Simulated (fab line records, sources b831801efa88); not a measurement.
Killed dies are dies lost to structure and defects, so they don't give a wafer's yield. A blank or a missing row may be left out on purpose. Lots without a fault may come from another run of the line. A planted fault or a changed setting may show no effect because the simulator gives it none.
Tool commonality check | flow gf180mcu | 12 lots, 36 wafers sampled

WHY IT WAS OPENED
At GF_STI_THK_MEAS_04 the reading STI_CVD_03_THK is flagged on 2 of 12 lots. Wafers without a fault read 206.8 nm, standard deviation 2.1.
Rule: a lot is flagged when every wafer of it that has a number lies more than 4 standard deviations from that mean, or none has a number. The other lots count as sound.

lot  | measured    | on            | STI_CVD_03_THK (nm), wafer by wafer | flag
L711 | day 1 14:33 | film_metro-03 | 205.9 206.0 206.1                   |
L712 | day 1 20:08 | film_metro-03 | 203.7 203.5 202.7                   |
L713 | day 2 01:55 | film_metro-03 | 416.0 415.5 413.8                   | FLAGGED
L715 | day 2 09:58 | film_metro-01 | 210.0 209.3 208.9                   |
L720 | day 3 14:07 | film_metro-02 | 410.4 412.9 410.4                   | FLAGGED
L724 | day 4 08:05 | film_metro-01 | 205.8 207.1 207.6                   |
L725 | day 4 11:34 | film_metro-03 | 207.1 209.0 207.8                   |
L727 | day 4 21:34 | film_metro-03 | 204.4 202.1 203.6                   |
L729 | day 5 09:28 | film_metro-01 | 207.7 209.2 207.9                   |
L730 | day 5 13:43 | film_metro-02 | 206.1 205.7 205.6                   |
L731 | day 5 17:34 | film_metro-01 | 211.1 210.7 209.6                   |
L734 | day 6 08:44 | film_metro-02 | 207.4 208.3 209.4                   |
The numbers of the flagged lots are 413.2 nm on average: +206.4 nm against the usual, or +98 standard deviations.

WHICH TOOL RAN EACH LOT
The record holds 1 process step before the reading, out of a route of 602 steps. In each cell: the tool, then ch and the chambers that the sampled wafers went through, then the start.
lot  | flag    | GF_STI_CVD_03
L711 |         | lpcvd-01 ch 0, day 1 11:34
L712 |         | lpcvd-02 ch 1, day 1 18:09
L713 | FLAGGED | lpcvd-01 ch 0, day 1 21:46
L715 |         | lpcvd-01 ch 1, day 2 07:59
L720 | FLAGGED | lpcvd-02 ch 1, day 3 09:58
L724 |         | lpcvd-02 ch 1, day 4 06:05
L725 |         | lpcvd-01 ch 0, day 4 09:34
L727 |         | lpcvd-02 ch 0, day 4 19:34
L729 |         | lpcvd-01 ch 1, day 5 06:29
L730 |         | lpcvd-01 ch 1, day 5 10:44
L731 |         | lpcvd-01 ch 1, day 5 15:34
L734 |         | lpcvd-01 ch 0, day 6 06:45
What these steps do:
- GF_STI_CVD_03: deposits Si3N4 from DCS/NH3, target thk 207.16 nm, time 3551 s.
- GF_STI_THK_MEAS_04

FLAGGED OVER TOTAL, TOOL BY TOOL (the gauges that took the reading come last)
step               | tool          | lots run | flagged | share of the flagged lots | sound lots run after its first flagged lot
GF_STI_CVD_03      | lpcvd-01      | 8        | 1       | some                      | 6 (L715,L725,L729,L730,L731,L734)
GF_STI_CVD_03      | lpcvd-02      | 4        | 1       | some                      | 2 (L724,L727)
GF_STI_THK_MEAS_04 | film_metro-01 | 4        | 0       | none                      | -
GF_STI_THK_MEAS_04 | film_metro-02 | 3        | 1       | some                      | 2 (L730,L734)
GF_STI_THK_MEAS_04 | film_metro-03 | 5        | 1       | some                      | 2 (L725,L727)

WHAT THE TABLE ALLOWS
No row of the table ran every flagged lot.

WHAT THE SIMULATOR HAD PUT IN
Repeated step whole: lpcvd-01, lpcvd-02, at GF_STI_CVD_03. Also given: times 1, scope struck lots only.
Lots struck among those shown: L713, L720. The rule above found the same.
